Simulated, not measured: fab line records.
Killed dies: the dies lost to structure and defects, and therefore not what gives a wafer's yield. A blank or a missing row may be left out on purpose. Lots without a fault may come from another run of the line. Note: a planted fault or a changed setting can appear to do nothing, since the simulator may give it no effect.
Which tool was responsible? | flow sky130 | 30 wafers from 10 lots sampled at 3 of the route's 708 steps

WHAT EACH GAUGE READ, for each wafer
SKY_LDD_HVP_OVL_MEAS_07. Usual: LDD_HVP_OVL -1.0 nm, standard deviation 1.5.
lot  | measured     | on         | LDD_HVP_OVL (nm) | flag
L926 | day 22 03:16 | overlay-02 | -3.2 -3.7 -3.4   |
L935 | day 25 11:09 | overlay-01 | -0.1 -0.1 -0.5   |
L938 | day 27 03:43 | overlay-01 | -3.3 -2.7 -0.3   |
L939 | day 27 05:31 | overlay-02 | -4.2 -2.8 -3.3   |
L940 | day 27 10:37 | overlay-02 | 1.4 -1.1 0.4     |
L941 | day 27 12:25 | overlay-01 | -1.3 -0.7 -2.3   |
L942 | day 27 16:54 | overlay-01 | 2.3 -1.6 -1.1    |
L943 | day 28 07:07 | overlay-02 | -3.4 -2.9 -2.8   |
L945 | day 28 13:44 | overlay-02 | -1.2 -0.7 -2.6   |
L947 | day 29 10:10 | overlay-02 | -1.5 -1.3 -0.4   |

SKY_SPACER_THK_MEAS_01. Usual: SPACER_CVD_00_THK 43.1 nm, standard deviation 0.4.
lot  | measured     | on            | SPACER_CVD_00_THK (nm) | flag
L926 | day 23 10:53 | film metro-03 | 44.0 43.5 43.4         |
L935 | day 26 17:37 | film metro-02 | 43.7 43.7 43.6         |
L938 | day 28 10:03 | film metro-01 | 42.5 42.4 42.5         |
L939 | day 28 12:01 | film metro-03 | 43.1 43.5 43.0         |
L940 | day 28 15:58 | film metro-02 | 43.8 44.0 43.9         |
L941 | day 28 18:22 | film metro-03 | 43.4 43.3 43.4         |
L942 | day 28 22:52 | film metro-02 | 42.6 42.7 42.6         |
L943 | day 29 12:55 | film metro-01 | 43.3 43.1 42.9         |
L945 | day 29 19:17 | film metro-02 | 43.8 43.4 43.4         |
L947 | day 30 16:05 | film metro-01 | 42.7 42.5 42.4         |

SKY_SD_P_OVL_MEAS_08. Usual: SD_P_OVL -0.3 nm, standard deviation 1.2.
lot  | measured     | on         | SD_P_OVL (nm)  | flag
L926 | day 25 21:34 | overlay-02 | -1.6 1.9 -1.7  |
L935 | day 29 01:41 | overlay-02 | -1.7 0.0 -1.0  |
L938 | day 30 17:52 | overlay-01 | 0.0 0.6 0.9    |
L939 | day 30 19:43 | overlay-02 | 0.0 0.4 0.0    |
L940 | day 30 23:56 | overlay-01 | -1.9 0.7 -1.1  |
L941 | day 31 01:19 | overlay-02 | -0.2 -0.9 -1.7 |
L942 | day 31 05:59 | overlay-01 | -0.6 0.4 -1.8  |
L943 | day 31 21:17 | overlay-02 | -2.3 -2.9 -0.5 |
L945 | day 32 01:58 | overlay-01 | 0.6 -1.0 -0.4  |
L947 | day 32 23:32 | overlay-01 | 2.1 -0.2 -0.2  |

TOOL THAT RAN EACH LOT (tool first, then ch and the chambers of the sampled wafers, then the start)
There is no process step in the record ahead of these readings.

WHAT THE TOOLS THEMSELVES READ (means of the sampled wafers that have a number; where no wafer has one, the mark that the record gives instead)
The record holds no such reading with a usual standard deviation.

THE ANSWER, worked out from the rows above alone
Rule: a lot is off if the mean of its wafers that have a number lies more than 3 standard deviations from the usual mean. A lot without any number at a reading at which 4 lots or more have one is off too. Any other lot the step has rows for is counted as sound. After the gauges, taken in route order, come the tools' own readings; for these a lot's mean is taken, as printed above. At the first step where some lot is off, the reading lying furthest off is the one used; lots without a number count as furthest.
No lot is off on any of the readings shown, so nothing can be concluded from this.

WHAT WAS PUT IN BY THE SIMULATOR
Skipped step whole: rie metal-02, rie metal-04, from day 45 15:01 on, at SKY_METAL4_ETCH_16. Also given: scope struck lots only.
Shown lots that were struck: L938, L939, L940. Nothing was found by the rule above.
